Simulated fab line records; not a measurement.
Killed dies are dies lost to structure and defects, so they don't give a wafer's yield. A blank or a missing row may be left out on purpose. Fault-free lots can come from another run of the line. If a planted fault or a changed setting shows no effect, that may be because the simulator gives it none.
fab line records	flow sky130
record: lots: 11	wafers: 33	lastDay: 50
route steps=708 shown METAL1@453 CAPM@551 CAP2M@615 METAL4@634 PAD_OPEN@708
lots that met no fault: from a run of the same line without faults
startH: the number of hours between the record's first day and the start of the first shown wafer of the lot	waitH: hours elapsed since this lot's preceding step	" repeats the value in the row above	L1.1+2: several wafers, shown together as one row	- no value present, or no start provided	* or withheld: withheld	< > ~ a bound
route shown NAME@n: NAME is a module with steps in the file, n the number in the route of the first one	usual: mean/standard deviation of fault-free wafers	same: alike in all rows	chamber/n: place in a boat	sites: the reading at each site	_std_site: standard deviation of those values	_edge_site: outer sites' mean less inner sites'	radiusMm: how far each site lies from the wafer's centre	mask NAME#n: copy n	behind: the most recent tool/chamber to have shaped the wafer	hold: cause of the lot's hold/its duration in hours/its outcome	device: the n, p or np transistor that did not switch	end of line: tests of these same wafers at the route's end	a step with no rows: only its recipe	killed: dies that structure and defects cost at the first sort, which is not the same as the wafer's yield	map: shows each die of a wafer: x if killed, . if not, _ if none is there
set.NAME: the setting as run; set.NAME@STEP: as run at that earlier step	model.NAME: the simulator's own value behind a step, which no gauge read
one table for each step of the route and one row for each wafer, over a sample of lots
services: when a tool's chamber went out of use (startH, in hours from the record's first day, below 0 if earlier), for how many hours, and the reason
== steps ==
step: SKY_METAL1_METAL_ETCH_19
recipe: targetDepthA: 3600	stopOn: SiO2	overEtchFrac: 0.3	timeS: 76.42	chemistry: Cl2/BCl3	resistSidewallDeg: 88	pressureMtorr: 10	icpW: 900	biasW: 48.5	Cl2_flow_sccm: 60	bcl3FlowSccm: 30
usual: drypumpMotorCurrentA: 5.42/0.29	heBacksideLeakSccm: 3.3/0.39	oesProductAu: 0.865/0.0056	throttleValvePct: 22.264/0.0093
lot.wafer	tool	chamber	startH	waitH	drypumpMotorCurrentA	heBacksideLeakSccm	oesProductAu	rfHoursCounterH	throttleValvePct
L278.2	rieMetal-01	0	775.01	0.0	5.12	3.2	0.870	14	22.269
L278.4	"	1	"	"	5.24	3.2	0.859	-	22.265
L278.6	"	1	"	"	5.24	3.1	0.878	-	22.255
L280.2	rieMetal-01	1	795.26	0.0	5.26	3.4	0.853	5	22.262
L280.4	"	1	"	"	5.26	3.4	0.857	-	22.263
L280.5	"	0	"	"	5.12	3.3	0.868	-	22.262
L282.1	rieMetal-01	0	809.66	0.0	5.13	3.3	0.867	15	22.274
L282.3	"	1	"	"	5.24	3.2	0.864	-	22.287
L282.5	"	1	"	"	5.24	3.3	0.867	-	22.280
L281.1	rieMetal-01	0	819.96	0.0	5.12	3.4	0.867	15	22.267
L281.3	"	0	"	"	5.11	3.4	0.855	-	22.260
L281.4	"	1	"	"	5.23	3.3	0.867	-	22.287
L283.1	rieMetal-04	0	825.11	0.0	6.14	3.3	0.867	3	22.251
L283.2	"	1	"	"	5.47	3.4	0.874	13	22.262
L283.4	"	0	"	"	6.18	3.1	0.863	-	22.285
L284.2	rieMetal-02	0	830.31	0.0	5.68	3.2	0.863	13	22.250
L284.4	"	1	"	"	5.44	3.2	0.858	-	22.277
L284.6	"	0	"	"	5.68	3.1	0.866	-	22.269
L286.3	rieMetal-01	0	845.49	0.1	5.13	3.4	0.875	-	22.280
L286.4	"	1	"	"	5.25	3.3	0.861	-	22.258
L286.5	"	0	"	"	5.12	3.3	0.866	-	22.265
L290.1	rieMetal-02	1	874.91	0.0	5.45	3.3	0.866	5	22.269
L290.3	"	0	"	"	5.68	3.1	0.860	-	22.264
L290.4	"	1	"	"	5.45	3.3	0.869	-	22.266
L294.2	rieMetal-01	1	905.26	0.0	5.25	3.3	0.855	10	22.262
L294.4	"	1	"	"	5.26	3.1	0.859	-	22.263
L294.5	"	0	"	"	5.13	3.3	0.871	-	22.271
L297.1	rieMetal-01	0	925.76	0.1	5.11	3.3	0.861	1	22.257
L297.4	"	0	"	"	5.12	3.3	0.863	-	22.262
L297.5	"	0	"	"	5.12	3.3	0.856	-	22.263
L299.2	rieMetal-01	0	932.91	0.0	5.13	3.4	0.863	2	22.261
L299.3	"	1	"	"	5.24	3.3	0.871	-	22.259
L299.6	"	0	"	"	5.13	3.3	0.853	-	22.253
step: SKY_CAPM_STRIP_14
recipe: chemistry: O2/N2	powerW: 1400	pressureMtorr: 1500	platenTempC: withheld	o2FlowSccm: 3000	n2FlowSccm: 300	overashFraction: 0.5
usual: drypumpMotorCurrentA: 6.0/0.45	oesProductAu: 0.710/0.0046	stripTimeToEndpointS: 12.65/0.061
lot.wafer	tool	chamber	startH	waitH	drypumpMotorCurrentA	oesProductAu	rfHoursCounterH	stripTimeToEndpointS
L278.2	plasmaAsher-03	1	886.08	0.1	6.0	0.711	111	12.64
L278.4	"	1	"	"	6.0	0.701	-	12.67
L278.6	"	0	"	"	6.0	0.713	-	12.66
L280.2	plasmaAsher-04	1	907.12	0.1	4.9	0.717	79	12.72
L280.4	"	1	"	"	4.9	0.715	-	12.68
L280.5	"	0	"	"	6.3	0.716	-	12.74
L282.1	plasmaAsher-04	0	918.23	0.1	6.3	0.710	80	12.66
L282.3	"	1	"	"	4.9	0.710	-	12.66
L282.5	"	0	"	"	6.4	0.708	-	12.70
L281.1	plasmaAsher-04	0	929.07	0.1	6.3	0.708	81	12.65
L281.3	"	0	"	"	6.4	0.713	-	12.66
L281.4	"	1	"	"	4.9	0.707	-	12.65
L283.1	plasmaAsher-02	0	935.03	0.1	5.8	0.712	20	12.54
L283.2	"	1	"	"	6.4	0.708	20	12.49
L283.4	"	1	"	"	6.4	0.704	-	12.51
L284.2	plasmaAsher-02	0	942.07	0.1	5.8	0.707	20	12.69
L284.4	"	0	"	"	5.8	0.709	-	12.61
L284.6	"	1	"	"	6.4	0.713	-	12.70
L286.3	plasmaAsher-03	1	952.36	0.1	6.0	0.704	-	12.68
L286.4	"	0	"	"	6.0	0.706	-	12.62
L286.5	"	0	"	"	6.0	0.703	-	12.67
L290.1	plasmaAsher-03	1	980.95	0.1	6.0	0.707	120	12.63
L290.3	"	0	"	"	6.0	0.712	-	12.62
L290.4	"	1	"	"	6.0	0.715	-	12.59
L294.2	plasmaAsher-03	1	1007.98	0.1	6.0	0.713	123	12.67
L294.4	"	0	"	"	6.0	0.723	-	12.70
L294.5	"	1	"	"	6.0	0.722	-	12.74
L297.1	plasmaAsher-03	0	1027.88	0.1	6.0	0.709	125	12.72
L297.4	"	1	"	"	6.0	0.711	-	12.69
L297.5	"	1	"	"	6.0	0.710	-	12.70
L299.2	plasmaAsher-03	1	1033.67	0.1	6.0	0.708	126	12.64
L299.3	"	1	"	"	6.0	0.708	-	12.64
L299.6	"	0	"	"	6.0	0.715	-	12.63
step: SKY_CAP2M_OVL_MEAS_12
usual: CAP2M_OVL: 0.3/1.1
lot.wafer	tool	chamber	startH	waitH	CAP2M_OVL[nm]
L278.2	overlay-02	-	967.09	0.1	1.7
L278.4	"	-	"	"	-0.5
L278.6	"	-	"	"	0.8
L280.2	overlay-01	-	984.82	0.1	1.1
L280.4	"	-	"	"	-0.2
L280.5	"	-	"	"	-2.3
L282.1	overlay-02	-	995.66	0.1	-0.8
L282.3	"	-	"	"	0.9
L282.5	"	-	"	"	0.5
L281.1	overlay-01	-	1005.26	0.1	-0.1
L281.3	"	-	"	"	0.4
L281.4	"	-	"	"	-0.1
L283.1	overlay-01	-	1010.94	0.1	-2.0
L283.2	"	-	"	"	-1.9
L283.4	"	-	"	"	-0.5
L284.2	overlay-02	-	1017.87	0.1	0.7
L284.4	"	-	"	"	1.6
L284.6	"	-	"	"	0.7
L286.3	overlay-01	-	1026.57	0.1	1.1
L286.4	"	-	"	"	0.7
L286.5	"	-	"	"	-0.9
L290.1	overlay-01	-	1053.34	0.1	-1.8
L290.3	"	-	"	"	-0.2
L290.4	"	-	"	"	-0.5
L294.2	overlay-01	-	1078.87	0.1	1.3
L294.4	"	-	"	"	0.2
L294.5	"	-	"	"	0.7
L297.1	overlay-02	-	1095.96	0.1	0.4
L297.4	"	-	"	"	1.0
L297.5	"	-	"	"	-0.6
L299.2	overlay-01	-	1101.62	0.1	-0.3
L299.3	"	-	"	"	-1.2
L299.6	"	-	"	"	1.4
step: SKY_METAL4_METAL_ETCH_18
recipe: targetDepthA: 8450	stopOn: SiO2	overEtchFrac: 0.3	timeS: 189.4	chemistry: Cl2/BCl3	resistSidewallDeg: 88	pressureMtorr: 10	icpW: 900	biasW: 48.5	Cl2_flow_sccm: 60	bcl3FlowSccm: 30
usual: drypumpMotorCurrentA: 5.49/0.19	heBacksideLeakSccm: 3.25/0.15	oesProductAu: 0.860/0.0083	throttleValvePct: 22.264/0.009
lot.wafer	tool	chamber	startH	waitH	drypumpMotorCurrentA	heBacksideLeakSccm	oesProductAu	rfHoursCounterH	throttleValvePct
L278.2	rieMetal-02	1	992.45	0.0	5.45	3.23	0.861	11	22.272
L278.4	"	0	"	"	5.63	3.16	0.855	-	22.280
L278.6	"	1	"	"	5.46	3.14	0.862	-	22.261
L280.2	rieMetal-02	0	1009.55	0.0	5.71	3.19	0.867	21	22.278
L280.4	"	1	"	"	5.45	3.22	0.874	-	22.241
L280.5	"	0	"	"	5.67	3.23	0.862	-	22.271
L282.1	rieMetal-01	1	1019.92	0.0	5.24	3.33	0.864	13	22.252
L282.3	"	1	"	"	5.23	3.34	0.863	-	22.279
L282.5	"	1	"	"	5.23	3.20	0.866	-	22.253
L281.1	rieMetal-03	1	1028.62	0.0	5.62	3.10	0.860	15	22.252
L281.3	"	0	"	"	5.59	3.26	0.864	-	22.264
L281.4	"	1	"	"	5.61	2.83	0.856	-	22.259
L283.1	rieMetal-01	1	1034.57	0.0	5.24	3.14	0.862	14	22.273
L283.2	"	0	"	"	5.11	3.25	0.849	10	22.248
L283.4	"	0	"	"	5.12	3.36	0.857	-	22.263
L284.2	rieMetal-03	1	1041.57	0.0	5.56	2.88	0.853	16	22.257
L284.4	"	1	"	"	5.61	3.08	0.853	-	22.264
L284.6	"	1	"	"	5.62	2.96	0.865	-	22.263
L286.3	rieMetal-03	0	1050.47	0.1	5.61	3.35	0.861	-	22.267
L286.4	"	1	"	"	5.59	3.26	0.864	-	22.254
L286.5	"	1	"	"	5.59	3.11	0.869	-	22.274
L290.1	rieMetal-01	1	1075.82	0.0	5.24	3.42	0.873	17	22.258
L290.3	"	1	"	"	5.24	3.31	0.864	-	22.267
L290.4	"	0	"	"	5.12	3.36	0.859	-	22.252
L294.2	rieMetal-03	0	1100.32	0.0	5.60	3.21	0.865	18	22.272
L294.4	"	1	"	"	5.59	3.54	0.860	-	22.257
L294.5	"	0	"	"	5.65	3.18	0.860	-	22.248
L297.1	rieMetal-03	0	1116.52	0.0	5.62	3.64	0.849	20	22.263
L297.4	"	1	"	"	5.62	3.19	0.858	-	22.246
L297.5	"	0	"	"	5.64	3.37	0.852	-	22.283
L299.2	rieMetal-03	0	1122.47	0.0	5.61	3.14	0.839	20	22.268
L299.3	"	0	"	"	5.61	3.42	0.849	-	22.261
L299.6	"	0	"	"	5.61	3.02	0.826	-	22.277
step: SKY_PAD_OPEN_PROBE_99
usual: defectLimitedYield: 82.6/2.1	killed_at_M0_to_M3: 42/7.6	killed_at_M4_up: 3.4/2	killedAtContacts: 24/5.9	killedAtFrontEnd: 16/4.5	killedAtOther: 0.4/0.58	killedDies: 86/10	killedOnRim: 17/4.2	killedOpen: 47/7.6	killedShort: 39/6.7	sort_bin_3_pad_short: 0.9/0.42	sort_bin_5_function: 10.3/1.7	sort_bin_6_memory: 6.2/1.2	sortNPass: 406/10	sortYieldPct: 82.6/2.1
same: grossDies: 492	killedAtBackSide: 0	sort_bin_4_leakage[%]: 0	sort_bin_8_speed[%]: 0
lot.wafer	tool	chamber	startH	waitH	defectLimitedYield[%]	killed_at_M0_to_M3	killed_at_M4_up	killedAtContacts	killedAtFrontEnd	killedAtOther	killedDies	killedOnRim	killedOpen	killedShort	sort_bin_3_pad_short[%]	sort_bin_5_function[%]	sort_bin_6_memory[%]	sortNPass	sortYieldPct[%]
L290.1	prober-02	-	1160.26	0.1	82.7	39	3	20	23	0	85	17	44	41	0.6	8.5	8.1	407	82.7
L290.3	prober-02	-	1160.36	0.2	83.1	38	4	13	28	0	83	17	43	40	0.6	9.3	6.9	409	83.1
L290.4	prober-02	-	1160.41	0.2	85.6	39	3	17	12	0	71	13	33	38	0.6	9.3	4.5	421	85.6
L294.2	prober-02	-	1179.88	0.1	86.4	36	1	17	13	0	67	19	35	32	0.8	5.1	7.7	425	86.4
L294.4	prober-02	-	1179.98	0.2	78.9	61	1	25	16	1	104	15	52	52	0.8	13.0	7.3	388	78.9
L294.5	prober-02	-	1180.03	0.2	75.0	89	2	18	14	0	123	26	44	25	4.7	13.6	6.7	369	75.0
L297.1	prober-02	-	1193.58	0.1	72.2	91	4	28	14	0	137	29	52	33	5.1	14.0	8.7	355	72.2
L297.4	prober-02	-	1193.73	0.2	73.4	91	4	24	12	0	131	30	41	37	6.1	14.6	5.9	361	73.4
L297.5	prober-02	-	1193.78	0.2	73.6	85	5	29	11	0	130	26	50	29	4.1	16.1	6.3	362	73.6
L299.2	prober-02	-	1200.92	2.0	74.4	94	4	14	14	0	126	23	41	29	5.9	13.8	5.9	366	74.4
L299.3	prober-02	-	1200.97	2.0	82.1	45	1	27	15	0	88	15	47	41	1.0	12.2	4.7	404	82.1
L299.6	prober-02	-	1201.12	2.1	74.2	92	4	21	10	0	127	27	42	36	3.7	15.9	6.3	365	74.2
killed by level:class
L290.1 VIA1:geometricParticle:open=8 VIA3:geometricParticle:open=7 FIELD_ISO:geometricParticle:short=6 POLY_GATE:geometricParticle:open=6 VIA2:geometricParticle:open=6 VIA1:geometricParticle:short=5 CONTACT:geometricParticle:open=5 METAL1:geometricParticle:short=5
L290.3 FIELD_ISO:geometricParticle:open=10 METAL1:geometricParticle:short=9 FIELD_ISO:geometricParticle:short=7 VIA3:geometricParticle:open=7 POLY_GATE:geometricParticle:short=6 CONTACT:geometricParticle:open=6 VIA1:geometricParticle:short=5 VIA2:geometricParticle:open=5
L290.4 VIA1:geometricParticle:short=9 VIA1:geometricParticle:open=7 METAL2:geometricParticle:short=7 POLY_GATE:geometricParticle:open=6 CONTACT:geometricParticle:open=6 VIA3:geometricParticle:open=5 LOCAL_INTERCONNECT:geometricParticle:short=4 METAL1:geometricParticle:short=4
L294.2 LI_CONTACT:geometricParticle:open=8 METAL2:geometricParticle:short=8 VIA2:geometricParticle:open=7 METAL1:geometricParticle:short=6 POLY_GATE:geometricParticle:open=5 CONTACT:geometricParticle:open=5 POLY_GATE:geometricParticle:short=4 VIA1:geometricParticle:open=4
L294.4 VIA1:geometricParticle:open=12 LI_CONTACT:geometricParticle:open=11 METAL1:geometricParticle:short=10 METAL2:geometricParticle:short=10 FIELD_ISO:geometricParticle:short=6 VIA3:geometricParticle:open=6 LI_CONTACT:geometricParticle:short=5 CONTACT:geometricParticle:open=5
L294.5 METAL1:unspecified=54 VIA1:geometricParticle:open=9 VIA2:geometricParticle:open=8 LI_CONTACT:geometricParticle:open=6 FIELD_ISO:geometricParticle:open=5 CONTACT:geometricParticle:open=5 CONTACT:geometricParticle:short=5 METAL2:geometricParticle:short=5
L297.1 METAL1:unspecified=51 CONTACT:geometricParticle:open=9 VIA1:geometricParticle:open=9 LI_CONTACT:geometricParticle:open=8 VIA3:geometricParticle:open=7 LI_CONTACT:geometricParticle:short=6 METAL1:geometricParticle:short=6 FIELD_ISO:geometricParticle:open=4
L297.4 METAL1:unspecified=53 CONTACT:geometricParticle:open=9 VIA1:geometricParticle:open=8 VIA3:geometricParticle:open=6 METAL1:geometricParticle:short=5 METAL2:geometricParticle:short=5 POLY_GATE:geometricParticle:open=4 LI_CONTACT:geometricParticle:open=4
L297.5 METAL1:unspecified=51 CONTACT:geometricParticle:open=11 LI_CONTACT:geometricParticle:open=9 VIA3:geometricParticle:open=8 VIA2:geometricParticle:open=7 POLY_GATE:geometricParticle:open=4 LI_CONTACT:geometricParticle:short=4 METAL4:geometricParticle:short=4
L299.2 METAL1:unspecified=56 VIA1:geometricParticle:open=8 METAL1:geometricParticle:short=7 VIA3:geometricParticle:open=7 VIA2:geometricParticle:open=7 LI_CONTACT:geometricParticle:open=4 LOCAL_INTERCONNECT:geometricParticle:short=4 CONTACT:geometricParticle:open=4
L299.3 VIA1:geometricParticle:open=11 CONTACT:geometricParticle:open=10 VIA3:geometricParticle:short=8 LI_CONTACT:geometricParticle:open=6 VIA3:geometricParticle:open=6 LOCAL_INTERCONNECT:geometricParticle:short=5 POLY_GATE:geometricParticle:short=4 VIA2:geometricParticle:open=4
L299.6 METAL1:unspecified=49 VIA3:geometricParticle:open=11 LI_CONTACT:geometricParticle:open=7 METAL1:geometricParticle:short=7 METAL2:geometricParticle:short=7 LOCAL_INTERCONNECT:geometricParticle:short=6 VIA1:geometricParticle:open=6 CONTACT:geometricParticle:open=4
== services ==
tool	chamber	startH	hours	kind
rieMetal-02	-	779.99	0.4	repair
rieMetal-04	1	780.60	1.7	repair
rieMetal-03	0	794.14	15.6	repair
plasmaAsher-04	-	795.43	0.9	repair
plasmaAsher-04	-	798.10	9.4	repair
rieMetal-02	-	800.46	2.8	pm
plasmaAsher-04	-	807.52	9.4	repair
plasmaAsher-02	-	810.31	1.3	repair
rieMetal-03	1	841.16	13.1	repair
plasmaAsher-04	-	884.23	14.6	pm
plasmaAsher-03	-	908.67	0.4	repair
rieMetal-01	1	925.51	7.2	repair
rieMetal-03	1	947.00	2.8	repair
plasmaAsher-04	-	963.41	3.7	repair
plasmaAsher-02	-	970.39	4.0	repair
rieMetal-01	1	971.59	47.0	repair
plasmaAsher-03	-	989.98	0.9	repair
rieMetal-01	-	994.03	2.8	pm
plasmaAsher-03	-	996.05	0.3	repair
rieMetal-01	0	1018.13	6.6	repair
plasmaAsher-03	-	1055.05	14.6	pm
rieMetal-01	0	1059.14	10.0	repair
plasmaAsher-03	-	1069.65	9.0	pm
plasmaAsher-03	-	1109.08	2.8	pm
== key ==
firstSign: step: SKY_PAD_OPEN_PROBE_99	reading: sort_bin_3_pad_short	direction: up	sigmas: 9.5	usual: 0.9	struck: 4.9
effect: step: SKY_PAD_OPEN_PROBE_99	reading: killed_at_M0_to_M3	direction: up	sigmas: 6.4	usual: 42	struck: 90
metAt SKY_METAL1_METAL_ETCH_19
struckLots L294,L297,L299
struckWafers L294.5,L297.1,L297.4,L297.5,L299.2,L299.6
notActingAt SKY_CAPM_STRIP_14,SKY_CAP2M_OVL_MEAS_12,SKY_METAL4_METAL_ETCH_18
onsetBetween 845.49 905.26
fault: kind: chamberParticleSource	tool: rieMetal-01	chamber: 0	onsetH: 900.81	steps: SKY_METAL1_METAL_ETCH_19	ratePerVisitCm2: 1.6641	endH: 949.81
